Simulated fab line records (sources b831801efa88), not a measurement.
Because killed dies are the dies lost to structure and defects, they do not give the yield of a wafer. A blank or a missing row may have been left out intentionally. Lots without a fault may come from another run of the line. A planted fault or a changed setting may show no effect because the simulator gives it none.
One fault through the eyes of 2 desks + flow gf180mcu + only its own numbers are on each desk; what lay behind them is given at the end

AT THE METROLOGY DESK
What the gauges read, lot by lot, whatever tool the lot ran on: means of the sampled wafers that have a number. Marked OUT: a lot whose mean sits more than 4 standard deviations from the usual mean, which makes it out of limits; the brackets give that distance.
Columns: A = STI_OXIDATION_THK at GF_STI_THK_MEAS_02, usual 10.03 nm; B = STI_CVD_03_THK at GF_STI_THK_MEAS_04, usual 207.3 nm; C = cd nm at GF_STI_CD_MEAS_12, usual 220.2 nm
| lot  | first seen here | A     | B     | C     |
|------|-----------------|-------|-------|-------|
| L195 | day 1 16:32     | 9.96  | 207.3 | 220.3 |
| L197 | day 2 02:46     | 10.04 | 206.6 | 219.7 |
| L204 | day 3 13:47     | 9.80  | 204.8 | 220.3 |
| L205 | day 3 20:12     | 10.22 | 207.7 | 220.5 |
| L210 | day 4 22:23     | 10.04 | 212.3 | 220.3 |
| L209 | day 4 22:23     | 10.25 | 208.8 | 219.4 |
Result from this desk: across the 6 lots, nothing is out of limits.

TOOL OWNER'S DESK, rie si-01
The tool's own readings at GF_STI_ETCH_14 (etches Si in HBr/Cl2/O2, target depth 360 nm, time 102.9 s): means of the sampled wafers that have a number, for each lot that ran on this tool. Marked OUT: a lot whose mean sits more than 4 standard deviations from the usual mean, which makes it out of limits; the brackets give that distance.
Columns: A = O2_flow_sccm at GF_STI_ETCH_14, usual 6.001 sccm; B = bias w at GF_STI_ETCH_14, usual 150.0 W; C = drypump motor current A at GF_STI_ETCH_14, usual 5.7 A; D = oes product au at GF_STI_ETCH_14, usual 0.999 a.u.; E = throttle valve pct at GF_STI_ETCH_14, usual 25.657 %
| lot  | first seen here | A     | B               | C   | D     | E      |
|------|-----------------|-------|-----------------|-----|-------|--------|
| L197 | day 2 16:12     | 5.990 | 150.3           | 5.8 | 1.010 | 25.649 |
| L204 | day 4 07:01     | 5.990 | 119.3 (-71) OUT | 5.3 | 0.979 | 25.676 |
| L205 | day 4 12:15     | 6.000 | 119.2 (-72) OUT | 5.9 | 0.963 | 25.682 |
This desk finds L204, L205 out of limits, L204 being first, at day 4 07:01 (bias w at GF_STI_ETCH_14). In limits: L197.

PUT TOGETHER
At day 4 07:01, on L204, L205, the tool owner's desk was in a position to raise an alarm.
Nothing out of limits was seen by the metrology desk.
The metrology desk holds a record of L204, L205, inside its limits.
The lots listed all ran GF_STI_ETCH_14 on rie si-01.

WHAT THE SIMULATOR PUT IN
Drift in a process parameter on rie si-01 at GF_STI_ETCH_14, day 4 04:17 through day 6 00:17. Setting bias w shifted by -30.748 from 150. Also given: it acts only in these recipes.
Struck lots among those shown: L204, L205.
Delay in hours, fault start to first out-of-limits reading, by desk: the tool owner's desk at 3.
